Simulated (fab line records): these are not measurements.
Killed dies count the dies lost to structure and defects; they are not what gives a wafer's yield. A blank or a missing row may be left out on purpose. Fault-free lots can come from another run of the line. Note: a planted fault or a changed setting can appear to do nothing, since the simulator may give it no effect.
The tool behind it: which one?    flow sky130    11 lots with 33 wafers sampled at 4 steps, on a route of 708 steps

WHAT EACH GAUGE READ, for each wafer
SKY_VIA3_RS_MEAS_22: measurement is done with a four-point probe.
lot   measured      on            VIA3_W_RS (ohm/sq)
L951  day 40 08:11  filmMetro-02  0.2979 0.2932 0.2980
L952  day 40 13:04  filmMetro-03  0.2904 0.1729 0.2927
L953  day 40 17:16  filmMetro-04  0.2970 0.1756 0.1743
L954  day 40 21:00  filmMetro-03  0.2923 0.2953 0.1738
L964  day 43 14:49  filmMetro-03  0.2909 0.2913 0.2932
L966  day 44 10:09  filmMetro-03  0.2976 0.2961 0.2926
L967  day 44 13:43  filmMetro-03  0.2904 0.2910 0.2940
L968  day 44 17:38  filmMetro-03  0.2969 0.2960 0.2955
L969  day 44 20:22  filmMetro-04  0.3006 0.2966 0.2996
L971  day 45 15:10  filmMetro-04  0.2924 0.2986 0.3000
L972  day 45 17:14  filmMetro-03  0.2949 0.2915 0.2945

TOOL THAT RAN EACH LOT (tool first, then ch and the chambers of the sampled wafers, then the start)
lot   SKY_METAL1_SPUTTER_04        SKY_METAL2_SPUTTER_00        SKY_VIA3_CVD_21
L951  pvdSputter-01, day 32 09:27  pvdSputter-01, day 34 19:03  cvdW-02 ch 0,1, day 40 08:02
L952  pvdSputter-02, day 32 16:01  pvdSputter-02, day 34 23:56  cvdW-02 ch 0,1, day 40 12:56
L953  pvdSputter-04, day 32 19:31  pvdSputter-03, day 35 03:27  cvdW-02 ch 0,1, day 40 17:08
L954  pvdSputter-02, day 33 01:47  pvdSputter-01, day 35 09:35  cvdW-02 ch 0,1, day 40 20:51
L964  pvdSputter-02, day 35 23:39  pvdSputter-01, day 38 06:28  cvdW-01 ch 0,1, day 43 14:42
L966  pvdSputter-01, day 36 22:03  pvdSputter-02, day 39 04:53  cvdW-01 ch 0,1, day 44 10:02
L967  pvdSputter-01, day 37 00:57  pvdSputter-02, day 39 07:59  cvdW-01 ch 0,1, day 44 13:35
L968  pvdSputter-01, day 37 06:42  pvdSputter-02, day 39 12:48  cvdW-01 ch 0,1, day 44 17:29
L969  pvdSputter-02, day 37 11:46  pvdSputter-02, day 39 17:18  cvdW-02 ch 0,1, day 44 20:15
L971  pvdSputter-02, day 38 08:00  pvdSputter-01, day 40 12:46  cvdW-02 ch 0,1, day 45 15:03
L972  pvdSputter-04, day 38 09:38  pvdSputter-01, day 40 14:37  cvdW-02 ch 0,1, day 45 17:07
- SKY_METAL1_SPUTTER_04: material TiN, target thk 70 nm, time 58.3 s.
- SKY_METAL2_SPUTTER_00: material Ti, target thk 15 nm, time 10 s.
- SKY_VIA3_CVD_21: deposits W, target thk 390 nm, time 117.31 s.

THE ANSWER, worked out from the rows above alone
Rule: what is usual is taken from the lots themselves. The widest of any qualifying gaps counts: lots, ordered by their means at a reading, are off when they make up no more than a third of the lots, leave a main group of 4 or more, and stand apart from it by 3 or more times the standard deviation of that group's means. Not used: any main group whose means are identical at the precision the tables above print for the reading. A lot without any number at a reading at which 4 lots or more have one is off too. The other lots that the step has rows for count as sound.
Off: L952, L953, L954, at SKY_VIA3_RS_MEAS_22 (VIA3_W_RS). The main group has a mean of 0.2951 ohm/sq with a standard deviation of 0.0024.
A tool fits if, at a process step before that reading, it ran every lot that is off, and no sound lot after the first of them. Gauges at SKY_VIA3_RS_MEAS_22: tried the same way as those tools. Not one of the candidates tried fits.

WHAT THE SIMULATOR PUT IN
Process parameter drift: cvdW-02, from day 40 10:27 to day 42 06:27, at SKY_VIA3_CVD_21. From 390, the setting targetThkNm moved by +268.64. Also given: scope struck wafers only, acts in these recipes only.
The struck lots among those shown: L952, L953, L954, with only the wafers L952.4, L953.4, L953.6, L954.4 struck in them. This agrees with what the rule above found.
